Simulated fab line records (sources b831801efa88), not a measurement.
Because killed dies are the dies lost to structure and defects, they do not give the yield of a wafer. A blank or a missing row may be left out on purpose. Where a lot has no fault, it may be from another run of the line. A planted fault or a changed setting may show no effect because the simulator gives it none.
Matching of chambers + flow gf180mcu + 4 sister chambers for GF_V1_CMP_04 on cmp-01
The step polishes SiO2. 16 wafers are shown with their chamber, then 8 later ones without.

EACH WAFER AND ITS CHAMBER
| wafer  | chamber | motor-current-A (A) | time-to-endpoint-s (s) | slurry-filter-dp-kPa (kPa) |
|--------|---------|---------------------|------------------------|----------------------------|
| L540.2 | 2       | 11.1                | 81                     | 13.55                      |
| L540.5 | 3       | 9.7                 | 77                     | 13.42                      |
| L540.6 | 2       | 11.6                | 82                     | 13.59                      |
| L541.3 | 0       | 12.2                | 76                     | 13.59                      |
| L541.5 | 3       | 10.4                | 81                     | 13.58                      |
| L541.6 | 0       | 11.9                | 83                     | 13.57                      |
| L543.1 | 3       | 9.6                 | 73                     | 13.48                      |
| L543.3 | 0       | 12.3                | 80                     | 13.37                      |
| L543.5 | 2       | 10.8                | 79                     | 13.54                      |
| L549.1 | 1       | 10.7                | 82                     | 13.54                      |
| L549.2 | 3       | 9.9                 | 78                     | 13.57                      |
| L549.6 | 0       | 12.2                | 81                     | 13.43                      |
| L556.3 | 2       | 11.0                | 80                     | 13.41                      |
| L556.5 | 0       | 13.0                | 90                     | 13.47                      |
| L556.6 | 3       | 10.2                | 89                     | 13.36                      |
| L558.4 | 1       | 10.7                | 84                     | 13.52                      |

SIGNATURES (averages over the wafers above)
| reading              | chamber 0 | chamber 1 | chamber 2 | chamber 3 | scatter within a chamber |
|----------------------|-----------|-----------|-----------|-----------|--------------------------|
| motor-current-A      | 12.320    | 10.700    | 11.125    | 9.960     | 0.35                     |
| time-to-endpoint-s   | 82.00     | 83.00     | 80.50     | 79.60     | 4.62                     |
| slurry-filter-dp-kPa | 13.4860   | 13.5300   | 13.5225   | 13.4820   | 0.0863                   |
Rule: distance of a wafer from a chamber = root of the sum over the readings of ((wafer's reading minus chamber's mean) / reading's scatter) squared. The wafer belongs to the nearest chamber; if the next one is less than 2 further off, it can't be placed. The scatter is the square root of a quotient: the sum, over the shown wafers, of each reading's squared deviation from its chamber's mean, divided by wafers minus chambers.

WAFERS MISSING THEIR CHAMBER
| wafer  | motor-current-A (A) | time-to-endpoint-s (s) | slurry-filter-dp-kPa (kPa) |
|--------|---------------------|------------------------|----------------------------|
| L558.5 | 10.3                | 83                     | 13.58                      |
| L558.6 | 12.3                | 83                     | 13.48                      |
| L560.1 | 11.3                | 70                     | 13.39                      |
| L560.3 | 12.0                | 71                     | 13.64                      |
| L560.4 | 10.5                | 80                     | 13.35                      |
| L561.1 | 10.9                | 83                     | 13.53                      |
| L561.3 | 9.8                 | 78                     | 13.38                      |
| L561.4 | 11.2                | 81                     | 13.44                      |

EACH ONE'S CHAMBER
| wafer  | from the rows above               | in truth |
|--------|-----------------------------------|----------|
| L558.5 | can't be placed: 1 or 3 or 2      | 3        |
| L558.6 | 0                                 | 0        |
| L560.1 | can't be placed: 2 or 1 or 0 or 3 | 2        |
| L560.3 | can't be placed: 0 or 2 or 1      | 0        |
| L560.4 | can't be placed: 3 or 1 or 2      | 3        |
| L561.1 | can't be placed: 1 or 2           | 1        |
| L561.3 | can't be placed: 3 or 1           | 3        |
| L561.4 | can't be placed: 2 or 1           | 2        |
Correct placement for 1 of the 8. From these rows, 7 cannot be placed; in 7 the true chamber is one of the candidates. Number placed wrongly: 0.
